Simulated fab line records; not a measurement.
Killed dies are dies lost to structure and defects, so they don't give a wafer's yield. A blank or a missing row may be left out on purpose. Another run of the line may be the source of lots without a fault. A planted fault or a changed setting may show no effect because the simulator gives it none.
fab line records -- flow sky130
[record] lots = 6, wafers = 18, last-day = 50
route steps=708 shown GATE_OXIDE@197 POLY_GATE@204 RES_PROTECT@206 PAD_OPEN@708
lots that met no fault: from a run of the same line without faults
start-h: start of the lot's first displayed wafer, in hours after the record's first day -- wait-h: hours from the lot's prior step to this one -- " the same as in the row above -- L1.1+2: a single row standing in for several wafers -- - no value, or no start was given -- * or withheld: withheld -- < > ~ a bound
route shown NAME@n: a module of which the file shows steps, and the number in the route of the first -- usual: average and standard deviation across the fault-free wafers -- same: alike in all rows -- chamber/n: place in a boat -- sites: readings site by site -- _std_site: standard deviation across them -- _edge_site: mean of outer sites minus mean of inner sites -- radius-mm: for every site, how far away it sits from the centre of the wafer -- mask NAME#n: copy n -- behind: the tool/chamber that last shaped the wafer -- hold: what put the lot on hold/how long, in hours/how the hold closed -- device: the transistor (n, p or np) that didn't switch -- end of line: the route-end tests of the same wafers -- a step with no rows: only its recipe -- killed: dies that structure and defects cost at the first sort, which is not the same as the wafer's yield -- map: a wafer's dies, x killed, . not, _ none there
set.NAME: setting as actually run; set.NAME@STEP: the setting as run at that earlier step -- model.NAME: the simulator's own value behind a step, which no gauge read
a table for each step, a row for each wafer; lots at some steps of the route
services: a tool's chamber out of use, with start hour (start-h, from the record's first day; less than 0 if before it), hours out, and reason
[[steps]]
[step SKY_GATE_OXIDE_OVL_MEAS_10]
[usual] GATE_OXIDE_OVL = -0.1/1.5
lot.wafer,tool,chamber,start-h,wait-h,GATE_OXIDE_OVL[nm]
L950.1,overlay-01,-,312.69,0.1,-0.5
L950.4,overlay-01,-,312.69,0.1,-0.1
L950.5,overlay-01,-,312.69,0.1,-0.1
L951.1,overlay-01,-,318.90,0.1,2.6
L951.3,overlay-01,-,318.90,0.1,0.7
L951.6,overlay-01,-,318.90,0.1,0.3
L959.1,overlay-02,-,386.49,0.1,-0.3
L959.3,overlay-02,-,386.49,0.1,0.9
L959.5,overlay-02,-,386.49,0.1,-0.1
L961.2,overlay-01,-,405.49,0.1,-1.1
L961.3,overlay-01,-,405.49,0.1,-0.3
L961.5,overlay-01,-,405.49,0.1,-0.2
L969.2,overlay-01,-,478.94,0.1,-1.0
L969.3,overlay-01,-,478.94,0.1,-0.6
L969.4,overlay-01,-,478.94,0.1,-2.2
L972.1,overlay-01,-,497.35,0.1,0.8
L972.2,overlay-01,-,497.35,0.1,-1.9
L972.3,overlay-01,-,497.35,0.1,0.2
[step SKY_GATE_OXIDE_IMPLANT_11]
[recipe] species = B, energy-kev = 10, dose-cm2 = 2.6e+12, tilt-deg = withheld
[step SKY_GATE_OXIDE_WET_ETCH_12]
[recipe] chemistry = dHF, target-depth-nm = 16.8, dry = n2-spin, target = SiO2, dilution = 100:1, temp-c = 25, time-s = 336
[step SKY_GATE_OXIDE_STRIP_13]
[recipe] chemistry = O2/N2, power-w = 1400, pressure-mtorr = 1500, platen-temp-c = withheld, o2-flow-sccm = 3000, n2-flow-sccm = 300, overash-fraction = 0.5
[usual] drypump-motor-current-A = 5.9/0.53, o2-flow-sccm = 3000/9.5, oes-product-au = 0.716/0.0043, strip-time-to-endpoint-s = 14.17/0.045
lot.wafer,tool,chamber,start-h,wait-h,drypump-motor-current-A,o2-flow-sccm,oes-product-au,rf-hours-counter-h,strip-time-to-endpoint-s
L950.1,plasma-asher-01,0,312.98,0.0,5.3,2998,0.709,51,14.21
L950.4,plasma-asher-01,0,312.98,0.0,5.3,3006,0.716,-,14.25
L950.5,plasma-asher-01,1,312.98,0.0,5.4,3018,0.706,-,14.26
L951.1,plasma-asher-03,0,319.19,0.0,5.7,3000,0.713,62,14.15
L951.3,plasma-asher-03,0,319.19,0.0,5.8,2999,0.721,-,14.17
L951.6,plasma-asher-03,0,319.19,0.0,5.7,2996,0.715,-,14.13
L959.1,plasma-asher-04,1,386.79,0.0,6.3,3004,0.720,70,14.15
L959.3,plasma-asher-04,0,386.79,0.0,6.2,3019,0.711,-,14.13
L959.5,plasma-asher-04,1,386.79,0.0,6.3,2995,0.707,-,14.16
L961.2,plasma-asher-04,1,405.78,0.0,6.3,2987,0.722,72,14.17
L961.3,plasma-asher-04,0,405.78,0.0,6.2,2996,0.716,-,14.18
L961.5,plasma-asher-04,0,405.78,0.0,6.2,3000,0.719,-,14.15
L969.2,plasma-asher-04,1,479.23,0.0,6.3,3000,0.711,81,14.16
L969.3,plasma-asher-04,0,479.23,0.0,6.2,3005,0.719,-,14.18
L969.4,plasma-asher-04,1,479.23,0.0,6.3,2993,0.719,-,14.14
L972.1,plasma-asher-01,0,497.64,0.0,5.2,3006,0.719,74,14.21
L972.2,plasma-asher-01,1,497.64,0.0,5.4,3018,0.710,74,14.20
L972.3,plasma-asher-01,0,497.64,0.0,5.3,3014,0.711,-,14.21
[step SKY_GATE_OXIDE_TW_MEAS_14]
[usual] GATE_OXIDE_TW = 221.4/2.3
lot.wafer,tool,chamber,start-h,wait-h,GATE_OXIDE_TW
L950.1,film-metro-01,-,313.08,0.1,222.9
L950.4,film-metro-01,-,313.08,0.1,222.8
L950.5,film-metro-01,-,313.08,0.1,222.4
L951.1,film-metro-03,-,319.29,0.1,219.9
L951.3,film-metro-03,-,319.29,0.1,219.2
L951.6,film-metro-03,-,319.29,0.1,219.3
L959.1,film-metro-01,-,386.89,0.1,225.5
L959.3,film-metro-01,-,386.89,0.1,224.5
L959.5,film-metro-01,-,386.89,0.1,224.8
L961.2,film-metro-02,-,405.89,0.1,224.1
L961.3,film-metro-02,-,405.89,0.1,222.6
L961.5,film-metro-02,-,405.89,0.1,222.9
L969.2,film-metro-02,-,479.34,0.1,223.4
L969.3,film-metro-02,-,479.34,0.1,223.5
L969.4,film-metro-02,-,479.34,0.1,223.8
L972.1,film-metro-01,-,497.74,0.1,222.5
L972.2,film-metro-01,-,497.74,0.1,224.6
L972.3,film-metro-01,-,497.74,0.1,224.1
[step SKY_GATE_OXIDE_CLEAN_15]
[recipe] chemistry = SC1/SC2, mix = 1:4:20, temp-c = 70, time-s = 150, dry = n2-spin
[step SKY_GATE_OXIDE_OXIDATION_16]
[recipe] temp-c = 800, ambient = O2, idle-temp-c = 700, ramp-up-c-per-min = 10, ramp-down-c-per-min = 3, stabilise-s = 600, purge-s = 300, target-thk-a = 35.7, ox-time-s = 1915
[step SKY_POLY_GATE_CVD_00]
[recipe] material = poly-Si, target-thk-nm = 180, temp-c = 620, time-s = 720, pressure-mtorr = 200
[step SKY_POLY_GATE_THK_MEAS_01]
[recipe] reads = poly-Si_of_POLY_GATE_CVD_00
[usual] POLY_GATE_CVD_00_THK = 180.3/1.7
lot.wafer,tool,chamber,start-h,wait-h,POLY_GATE_CVD_00_THK[nm]
L950.1,film-metro-03,-,315.92,0.0,181.7
L950.4,film-metro-03,-,315.92,0.0,180.0
L950.5,film-metro-03,-,315.92,0.0,179.2
L951.1,film-metro-04,-,322.13,0.0,184.5
L951.3,film-metro-04,-,322.13,0.0,182.2
L951.6,film-metro-04,-,322.13,0.0,181.6
L959.1,film-metro-02,-,390.59,0.0,179.7
L959.3,film-metro-02,-,390.59,0.0,178.2
L959.5,film-metro-02,-,390.59,0.0,180.4
L961.2,film-metro-02,-,408.86,0.0,180.9
L961.3,film-metro-02,-,408.86,0.0,180.0
L961.5,film-metro-02,-,408.86,0.0,181.4
L969.2,film-metro-04,-,482.18,0.0,180.9
L969.3,film-metro-04,-,482.18,0.0,182.3
L969.4,film-metro-04,-,482.18,0.0,183.0
L972.1,film-metro-02,-,500.58,0.0,182.3
L972.2,film-metro-02,-,500.58,0.0,183.2
L972.3,film-metro-02,-,500.58,0.0,182.3
[step SKY_RES_PROTECT_DEHYDRATE_00]
[recipe] temp-c = 200, time-s = 60
[step SKY_RES_PROTECT_HMDS_01]
[recipe] prime-time-s = 60, prime-temp-c = 120
[step SKY_RES_PROTECT_COAT_02]
[recipe] resist = NOVOLAK, spin-rpm = 3000, resist-thk-nm = 1140
[step SKY_RES_PROTECT_SOFTBAKE_03]
[recipe] temp-c = 90, time-s = 60, resist = NOVOLAK
[usual] heater-power-total-W = 56.59/0.045, run-length-s = 89.14/0.15
lot.wafer,tool,chamber,start-h,wait-h,heater-power-total-W,run-length-s
L950.1,litho-track-01,0,329.74,0.1,56.58,89.08
L950.4,litho-track-01,0,329.74,0.1,56.62,89.21
L950.5,litho-track-01,0,329.74,0.1,56.61,89.01
L951.1,litho-track-04,0,334.83,0.1,56.65,88.84
L951.3,litho-track-04,0,334.83,0.1,56.59,89.25
L951.6,litho-track-04,0,334.83,0.1,56.54,88.83
L959.1,litho-track-04,0,404.43,0.1,57.54,85.98
L959.3,litho-track-04,0,404.43,0.1,57.49,86.08
L959.5,litho-track-04,0,404.43,0.1,57.58,85.97
L961.2,litho-track-04,0,423.91,0.1,57.59,86.21
L961.3,litho-track-04,0,423.91,0.1,57.47,86.00
L961.5,litho-track-04,0,423.91,0.1,57.56,85.92
L969.2,litho-track-02,0,496.76,0.1,56.57,89.35
L969.3,litho-track-02,0,496.76,0.1,56.53,89.35
L969.4,litho-track-02,0,496.76,0.1,56.61,89.16
L972.1,litho-track-02,0,515.84,0.1,56.62,89.16
L972.2,litho-track-02,0,515.84,0.1,56.64,89.12
L972.3,litho-track-02,0,515.84,0.1,56.58,89.50
[step SKY_RES_PROTECT_EXPOSE_04]
[recipe] mask-id = RPM, na = 0.6, source-shape = conventional, sigma-outer = 0.6, polarization = unpolarized, target-cd-nm = 1270, dose-mj = 131
[step SKY_PAD_OPEN_PROBE_99]
[usual] killed_at_M0_to_M3 = 42/7, killed_at_M4_up = 3.2/1.6, killed-at-contacts = 24/5.8, killed-at-front-end = 16/4.3, killed-at-other = 0.3/0.62, killed-dies = 86/9.5, killed-on-rim = 17/3.7, killed-open = 46/6.4, killed-short = 39/6.3
[same] gross-dies = 492, killed-at-back-side = 0
lot.wafer,tool,chamber,start-h,wait-h,killed_at_M0_to_M3,killed_at_M4_up,killed-at-contacts,killed-at-front-end,killed-at-other,killed-dies,killed-on-rim,killed-open,killed-short
L950.1,prober-02,-,1077.51,0.1,47,3,20,18,0,88,18,46,42
L950.4,prober-02,-,1077.66,0.2,40,2,23,20,0,85,18,51,34
L950.5,prober-02,-,1077.71,0.2,50,2,29,22,0,103,19,62,41
L951.1,prober-01,-,1084.45,0.1,60,5,23,17,0,105,23,62,43
L951.3,prober-01,-,1084.55,0.2,44,3,25,11,0,83,15,46,36
L951.6,prober-01,-,1084.70,0.2,41,2,19,17,0,79,15,35,44
L959.1,prober-02,-,1132.97,0.1,37,6,21,14,0,78,14,48,30
L959.3,prober-02,-,1133.07,0.2,38,2,27,18,1,86,24,42,44
L959.5,prober-02,-,1133.17,0.2,38,4,42,18,0,102,23,64,38
L961.2,prober-01,-,1147.69,0.1,38,3,21,18,0,80,12,44,36
L961.3,prober-01,-,1147.74,0.2,41,3,16,21,0,81,13,47,34
L961.5,prober-01,-,1147.84,0.2,47,5,26,17,2,97,21,54,43
L969.2,prober-01,-,1187.22,0.1,41,2,21,12,0,76,16,49,27
L969.3,prober-01,-,1187.27,0.2,40,4,29,23,0,96,27,47,49
L969.4,prober-01,-,1187.32,0.2,43,4,31,17,2,97,19,47,50
L972.1,prober-02,-,1195.82,0.1,31,5,35,15,2,88,12,45,42
L972.2,prober-02,-,1195.87,0.1,39,4,10,14,0,67,14,37,29
L972.3,prober-02,-,1195.92,0.2,30,3,26,19,0,78,17,47,30
// killed by level:class
L950.1 VIA1:geometric-particle:open=14 CONTACT:geometric-particle:open=10 METAL2:geometric-particle:short=7 FIELD_ISO:geometric-particle:short=6 CONTACT:geometric-particle:short=6 POLY_GATE:geometric-particle:short=4 VIA2:geometric-particle:open=4 LI_CONTACT:geometric-particle:open=4
L950.4 VIA1:geometric-particle:open=14 LI_CONTACT:geometric-particle:open=9 CONTACT:geometric-particle:open=8 POLY_GATE:geometric-particle:short=6 VIA2:geometric-particle:open=6 FIELD_ISO:geometric-particle:open=4 METAL1:geometric-particle:short=4 METAL2:geometric-particle:short=4
L950.5 CONTACT:geometric-particle:open=11 VIA1:geometric-particle:open=11 POLY_GATE:geometric-particle:open=10 VIA3:geometric-particle:open=10 VIA2:geometric-particle:open=6 POLY_GATE:geometric-particle:short=5 LI_CONTACT:geometric-particle:open=5 LOCAL_INTERCONNECT:geometric-particle:short=5
L951.1 VIA1:geometric-particle:open=16 CONTACT:geometric-particle:open=13 VIA3:geometric-particle:open=9 METAL1:geometric-particle:short=7 VIA1:geometric-particle:short=7 VIA2:geometric-particle:open=7 FIELD_ISO:geometric-particle:open=4 LI_CONTACT:geometric-particle:open=4
L951.3 LI_CONTACT:geometric-particle:open=8 VIA2:geometric-particle:open=7 VIA3:geometric-particle:open=7 METAL1:geometric-particle:short=6 CONTACT:geometric-particle:open=6 VIA1:geometric-particle:open=6 FIELD_ISO:geometric-particle:open=4 LOCAL_INTERCONNECT:geometric-particle:short=4
L951.6 METAL1:geometric-particle:short=9 CONTACT:geometric-particle:open=7 VIA1:geometric-particle:short=7 FIELD_ISO:geometric-particle:short=6 LI_CONTACT:geometric-particle:open=6 VIA2:geometric-particle:open=6 POLY_GATE:geometric-particle:open=4 METAL2:geometric-particle:short=4
L959.1 VIA1:geometric-particle:open=8 LI_CONTACT:geometric-particle:open=8 CONTACT:geometric-particle:open=7 METAL1:geometric-particle:short=7 FIELD_ISO:geometric-particle:open=6 VIA3:geometric-particle:open=6 VIA2:geometric-particle:open=6 FIELD_ISO:geometric-particle:short=3
L959.3 VIA3:geometric-particle:open=10 LI_CONTACT:geometric-particle:open=8 CONTACT:geometric-particle:open=7 LOCAL_INTERCONNECT:geometric-particle:short=6 FIELD_ISO:geometric-particle:open=5 FIELD_ISO:geometric-particle:short=5 CONTACT:geometric-particle:short=4 METAL1:geometric-particle:short=4
L959.5 LI_CONTACT:geometric-particle:open=14 CONTACT:geometric-particle:open=12 VIA2:geometric-particle:open=12 FIELD_ISO:geometric-particle:open=6 CONTACT:geometric-particle:short=6 LI_CONTACT:geometric-particle:short=5 LOCAL_INTERCONNECT:geometric-particle:short=5 METAL1:geometric-particle:short=5
L961.2 VIA3:geometric-particle:open=9 CONTACT:geometric-particle:open=8 FIELD_ISO:geometric-particle:short=6 LOCAL_INTERCONNECT:geometric-particle:short=5 METAL1:geometric-particle:short=5 METAL2:geometric-particle:open=5 FIELD_ISO:geometric-particle:open=4 POLY_GATE:geometric-particle:short=4
L961.3 VIA1:geometric-particle:open=13 CONTACT:geometric-particle:open=8 VIA1:geometric-particle:short=7 METAL2:geometric-particle:short=6 FIELD_ISO:geometric-particle:short=5 POLY_GATE:geometric-particle:open=5 POLY_GATE:geometric-particle:short=5 VIA3:geometric-particle:open=5
L961.5 CONTACT:geometric-particle:open=9 LI_CONTACT:geometric-particle:open=8 VIA1:geometric-particle:open=8 VIA1:geometric-particle:short=7 VIA3:geometric-particle:open=7 VIA2:geometric-particle:open=6 FIELD_ISO:geometric-particle:short=5 FIELD_ISO:geometric-particle:open=5
L969.2 VIA1:geometric-particle:open=12 CONTACT:geometric-particle:open=10 VIA3:geometric-particle:open=6 LI_CONTACT:geometric-particle:open=5 VIA2:geometric-particle:open=5 FIELD_ISO:geometric-particle:short=4 METAL1:geometric-particle:short=4 METAL2:geometric-particle:short=4
L969.3 VIA1:geometric-particle:open=12 CONTACT:geometric-particle:open=9 FIELD_ISO:geometric-particle:open=7 CONTACT:geometric-particle:short=7 POLY_GATE:geometric-particle:short=6 LI_CONTACT:geometric-particle:short=6 VIA1:geometric-particle:short=6 VIA3:geometric-particle:open=5
L969.4 CONTACT:geometric-particle:open=9 VIA1:geometric-particle:open=9 CONTACT:geometric-particle:short=8 VIA3:geometric-particle:open=7 LI_CONTACT:geometric-particle:open=5 FIELD_ISO:geometric-particle:short=5 LI_CONTACT:geometric-particle:short=5 METAL1:geometric-particle:short=5
L972.1 CONTACT:geometric-particle:open=11 LI_CONTACT:geometric-particle:open=9 LOCAL_INTERCONNECT:geometric-particle:short=8 VIA2:geometric-particle:open=7 METAL1:geometric-particle:short=5 VIA3:geometric-particle:open=5 LI_CONTACT:geometric-particle:short=4 METAL2:geometric-particle:short=4
L972.2 VIA2:geometric-particle:open=9 POLY_GATE:geometric-particle:open=7 METAL1:geometric-particle:short=7 VIA1:geometric-particle:open=6 CONTACT:geometric-particle:open=5 VIA3:geometric-particle:open=5 METAL4:geometric-particle:short=4 FIELD_ISO:geometric-particle:short=3
L972.3 VIA2:geometric-particle:open=10 LI_CONTACT:geometric-particle:open=8 FIELD_ISO:geometric-particle:open=6 CONTACT:geometric-particle:short=6 LOCAL_INTERCONNECT:geometric-particle:short=5 CONTACT:geometric-particle:open=5 VIA1:geometric-particle:open=5 VIA3:geometric-particle:open=5
[[services]]
tool,chamber,start-h,hours,kind
plasma-asher-01,-,311.64,1.0,repair
plasma-asher-01,-,358.36,0.4,repair
plasma-asher-01,-,358.72,2.8,pm
plasma-asher-03,-,421.25,9.0,pm
plasma-asher-03,0,421.25,9.0,vent-cycle
plasma-asher-03,1,421.25,9.0,vent-cycle
plasma-asher-03,0,430.25,-,clean
plasma-asher-03,1,430.25,-,clean
plasma-asher-03,-,447.05,6.5,repair
plasma-asher-01,-,498.21,5.3,repair
[[key]]
[first-sign] step = SKY_RES_PROTECT_SOFTBAKE_03, reading = heater-power-total-W, direction = up, sigmas = 21, usual = *, struck = *
[effect] step = SKY_RES_PROTECT_SOFTBAKE_03, reading = run-length-s, direction = down, sigmas = 20, usual = *, struck = *
met-at SKY_RES_PROTECT_SOFTBAKE_03
struck-wafers L959.1,L959.3,L959.5,L961.2,L961.3,L961.5
tester-left-out L959,L961
onset-between 334.83 404.43
[fault] kind = process-parameter-drift, tool = litho-track-04, chamber = -, onset-h = 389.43, steps = SKY_RES_PROTECT_SOFTBAKE_03, channel = time-s, offset = *, shape = step, end-h = 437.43, acts-in = *, stated = *
// tester-left-out: of these lots the tester's yield and bins aren't shown, on N5 and GAA mostly nor the transistor test; their killed dies are dies lost to structure and defects alone, not to doping, threshold or leakage, so they don't give the yield
